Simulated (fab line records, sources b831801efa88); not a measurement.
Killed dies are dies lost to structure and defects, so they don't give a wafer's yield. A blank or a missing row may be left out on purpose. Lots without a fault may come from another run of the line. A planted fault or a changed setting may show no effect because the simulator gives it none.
A sampling plan put to the test | flow gf180mcu | one fab line, 12 faults that these records tell of, each judged on the records of the lots that it struck
The plan is the line's own looks: the steps of the route at which a gauge or an inspection reads the wafer and doesn't change it. A look can be judged if struck wafers have a number there and the file gives its usual mean and standard deviation on fault-free wafers. Caught: at a look after the fault's first step, the mean of the struck wafers lies 4 or more of those standard deviations (sigma) from the usual mean. On the tool: the same test on the tool's own readings at the fault's steps. Another recipe on the struck wafers, or a record that is blank for them alone, also counts as caught.

THE FAULTS, as the simulator had put them in
1. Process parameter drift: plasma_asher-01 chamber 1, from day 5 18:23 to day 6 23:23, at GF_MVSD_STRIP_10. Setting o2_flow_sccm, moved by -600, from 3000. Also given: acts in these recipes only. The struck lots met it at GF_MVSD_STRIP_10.
2. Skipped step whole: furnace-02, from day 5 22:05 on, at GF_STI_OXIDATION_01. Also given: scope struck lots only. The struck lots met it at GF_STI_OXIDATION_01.
3. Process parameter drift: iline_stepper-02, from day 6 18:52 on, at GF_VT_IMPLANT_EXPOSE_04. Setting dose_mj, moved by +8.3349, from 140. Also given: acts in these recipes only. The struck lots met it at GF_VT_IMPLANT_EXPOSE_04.
4. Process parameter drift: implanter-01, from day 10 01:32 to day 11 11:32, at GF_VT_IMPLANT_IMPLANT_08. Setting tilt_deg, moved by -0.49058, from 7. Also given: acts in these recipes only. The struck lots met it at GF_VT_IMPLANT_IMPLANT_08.
5. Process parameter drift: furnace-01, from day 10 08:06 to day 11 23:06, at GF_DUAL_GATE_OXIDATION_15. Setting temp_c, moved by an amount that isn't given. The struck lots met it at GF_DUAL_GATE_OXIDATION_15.
6. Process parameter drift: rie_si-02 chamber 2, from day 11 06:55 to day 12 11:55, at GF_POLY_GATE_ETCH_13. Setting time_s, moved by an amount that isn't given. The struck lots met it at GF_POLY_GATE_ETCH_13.
7. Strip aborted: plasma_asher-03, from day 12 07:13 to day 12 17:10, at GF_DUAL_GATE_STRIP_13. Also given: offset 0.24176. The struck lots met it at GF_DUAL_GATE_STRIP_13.
8. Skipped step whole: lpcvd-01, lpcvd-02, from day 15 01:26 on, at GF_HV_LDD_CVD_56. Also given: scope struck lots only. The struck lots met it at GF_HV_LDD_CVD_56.
9. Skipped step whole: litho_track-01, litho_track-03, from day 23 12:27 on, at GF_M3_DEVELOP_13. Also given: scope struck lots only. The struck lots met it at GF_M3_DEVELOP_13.
10. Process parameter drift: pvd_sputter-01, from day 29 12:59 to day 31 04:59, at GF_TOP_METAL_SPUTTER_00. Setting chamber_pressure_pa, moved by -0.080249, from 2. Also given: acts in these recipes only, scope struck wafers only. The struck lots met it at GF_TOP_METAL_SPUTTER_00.
11. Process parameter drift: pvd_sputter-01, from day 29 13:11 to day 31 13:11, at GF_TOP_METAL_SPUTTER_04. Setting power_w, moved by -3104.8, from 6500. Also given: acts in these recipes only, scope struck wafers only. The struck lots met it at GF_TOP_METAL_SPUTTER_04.
12. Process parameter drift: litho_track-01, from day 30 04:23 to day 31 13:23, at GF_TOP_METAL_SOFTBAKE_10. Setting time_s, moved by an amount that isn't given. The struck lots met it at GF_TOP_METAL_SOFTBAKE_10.

WHAT THE PLAN SAW
fault | on the tool itself                               | first look that catches it                      | reading, sigma | median hours from its first step to that look | hours from the fault's start to the first struck lot there | judged looks passed uncaught
1     | o2_flow_sccm -67 sigma                           | not the one look that can be judged after it    | -              | -                                             | -                                                          | 1
2     | the tool's record is blank for the struck wafers | no look after it can be judged                  | -              | -                                             | -                                                          | 0
3     | exposure_dose_mJ_cm2 +51 sigma                   | none of the 2 looks that can be judged after it | -              | -                                             | -                                                          | 2
4     | tilt_deg -22 sigma                               | none of the 2 looks that can be judged after it | -              | -                                             | -                                                          | 2
5     | tube_center_temp_C +99 or beyond sigma           | not the one look that can be judged after it    | -              | -                                             | -                                                          | 1
6     | run_length_s -11 sigma                           | not the one look that can be judged after it    | -              | -                                             | -                                                          | 1
7     | oes_product_au +34 sigma                         | no look after it can be judged                  | -              | -                                             | -                                                          | 0
8     | the tool's record is blank for the struck wafers | no look after it can be judged                  | -              | -                                             | -                                                          | 0
9     | the tool's record is blank for the struck wafers | no look after it can be judged                  | -              | -                                             | -                                                          | 0
10    | chamber_pressure_pa -21 sigma                    | no look after it can be judged                  | -              | -                                             | -                                                          | 0
11    | cathode_dc_power_W -99 or beyond sigma           | no look after it can be judged                  | -              | -                                             | -                                                          | 0
12    | heater_power_total_W +10 sigma                   | no look after it can be judged                  | -              | -                                             | -                                                          | 0
A dash: the fault isn't caught, or these records don't give the number.

Caught at a look: 0 of 12. Caught on the tool: 12 of 12. By one or the other: 12 of 12.
Caught on the tool alone: faults 1, 2, 3, 4, 5, 6, 7, 8, 9, 10, 11, 12.
